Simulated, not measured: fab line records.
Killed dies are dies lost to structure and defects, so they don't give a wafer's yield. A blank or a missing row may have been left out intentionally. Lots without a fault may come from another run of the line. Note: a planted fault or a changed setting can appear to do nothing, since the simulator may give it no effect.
A lot that was struck, set against a sound lot | flow gf180mcu | 27 steps out of a route of 602
Sound: these wafers, L854.3, L854.4, L854.6. Wafers L865.4, L865.5, L865.6 were the ones struck. The cause comes at the end.
For every step that has rows: the tool of each side, followed by ch and its chambers, followed by its first start. Under that, the readings that differ: sound wafers | struck wafers | difference of the means | sigmas: that difference in standard deviations of wafers without a fault.
alike: words and numbers the same on both sides, and readings whose means are apart by under 2 such deviations; not compared: readings that were withheld, readings missing a value for some wafer, numbers with overlapping values and no deviation given by the record, and bounds like >300 which may hide the same value.
Wherever a step has rows on one side only, a row that says differs or no value, or a row with sigmas, the two part there. Non-overlapping numbers with no deviation appear without sigmas and do not part them. A reading that every wafer of one side lacks parts them only if that side has two wafers or more.

first, 1 step without rows for these wafers: GF_VT_IMPLANT_IMPLANT_19.
GF_VT_IMPLANT_STRIP_20: strips in O2/N2.
  sound on plasma-asher-01 ch 0,1, day 6 08:48; struck on plasma-asher-04 ch 0,1, day 8 23:46
  reading                      | sound             | struck            | difference | sigmas
  strip-time-to-endpoint-s (s) | 12.57 12.55 12.58 | 12.62 12.66 12.64 | +0.07      | +2
  alike: drypump-motor-current-A, heater-power-w, oes-product-au, platen-temp-c
  not compared: rf-hours-counter-h
GF_VT_IMPLANT_TW_MEAS_21:
  struck on film-metro-02, day 8 23:52; sound on film-metro-03, day 6 08:53
  alike: VT_IMPLANT_2_TW
then, 7 steps without rows for these wafers: GF_VT_IMPLANT_DEHYDRATE_22 (time 60 s); GF_VT_IMPLANT_HMDS_23 (prime time 60 s); GF_VT_IMPLANT_COAT_24 (resist thk 1000 nm); GF_VT_IMPLANT_SOFTBAKE_25 (time 60 s); GF_VT_IMPLANT_EXPOSE_26 (exposes mask LVPWELL HV AREA, target cd 860 nm); GF_VT_IMPLANT_PEB_27; GF_VT_IMPLANT_DEVELOP_28 (develop time 60 s).
GF_VT_IMPLANT_OVL_MEAS_29:
  struck on overlay-01, day 9 16:28; sound on overlay-01, day 7 00:15
  alike: VT_IMPLANT_02_OVL
next, for these wafers, 1 step has no rows: GF_VT_IMPLANT_IMPLANT_30.
GF_VT_IMPLANT_STRIP_31: strips in O2/N2.
  sound on plasma-asher-02 ch 0,1, day 7 00:28; struck on plasma-asher-02 ch 0,1, day 9 16:40
  reading                                         | sound             | struck            | difference                    | sigmas
  oes-product-au (a.u.)                           | 0.715 0.710 0.720 | 0.946 0.949 0.953 | +0.234                        | +53
  strip-time-to-endpoint-s (s)                    | 12.61 12.63 12.60 | - - -             | no value on the struck wafers |
  model.NOVOLAK_of_VT_IMPLANT_COAT_24.thk-nm (nm) | 0 0 0             | 199.8 199.7 200.1 | +199.9                        |
  alike: drypump-motor-current-A, heater-power-w, platen-temp-c
  not compared: rf-hours-counter-h
GF_VT_IMPLANT_TW_MEAS_32:
  struck on film-metro-04, day 9 16:46; sound on film-metro-02, day 7 00:33
  alike: VT_IMPLANT_3_TW
then, 7 steps without rows for these wafers: GF_VT_IMPLANT_DEHYDRATE_33 (time 60 s); GF_VT_IMPLANT_HMDS_34 (prime time 60 s); GF_VT_IMPLANT_COAT_35 (resist thk 1000 nm); GF_VT_IMPLANT_SOFTBAKE_36 (time 60 s); GF_VT_IMPLANT_EXPOSE_37 (exposes mask Nwell HV AREA, target cd 860 nm); GF_VT_IMPLANT_PEB_38; GF_VT_IMPLANT_DEVELOP_39 (develop time 60 s).
GF_VT_IMPLANT_OVL_MEAS_40:
  struck on overlay-02, day 10 09:55; sound on overlay-02, day 7 15:47
  alike: VT_IMPLANT_03_OVL
next, for these wafers, 1 step has no rows: GF_VT_IMPLANT_IMPLANT_41.
GF_VT_IMPLANT_STRIP_42: strips in O2/N2.
  sound on plasma-asher-04 ch 0,1, day 7 16:00; struck on plasma-asher-01 ch 0,1, day 10 10:07
  reading                      | sound             | struck            | difference | sigmas
  strip-time-to-endpoint-s (s) | 12.62 12.62 12.63 | 15.57 15.55 15.62 | +2.96      | +78
  alike: drypump-motor-current-A, heater-power-w, oes-product-au, platen-temp-c
  not compared: rf-hours-counter-h
GF_VT_IMPLANT_TW_MEAS_43:
  struck on film-metro-02, day 10 10:13; sound on film-metro-03, day 7 16:05
  reading         | sound       | struck   | difference | sigmas
  VT_IMPLANT_4_TW | 698 694 699 | 30 31 31 | -666       | -99 or more
then, 1 step without rows for these wafers: GF_VT_IMPLANT_CLEAN_44 (cleans in SC1/SC2, time 150 s).
-- here the record skips 22 days between the struck wafers' starts before and after, leaving off in module VT_IMPLANT and picking up in module PASSIVATION (first step shown: number 602 of the route) --
GF_PASSIVATION_PROBE_99:
  record: rows for the struck wafers here (prober-01, day 31 23:40), none for the sound ones

== WHERE THEY PART ==
Last at GF_PASSIVATION_PROBE_99 as far as this record goes, first at GF_VT_IMPLANT_STRIP_20.

WHY: the cause the simulator had injected
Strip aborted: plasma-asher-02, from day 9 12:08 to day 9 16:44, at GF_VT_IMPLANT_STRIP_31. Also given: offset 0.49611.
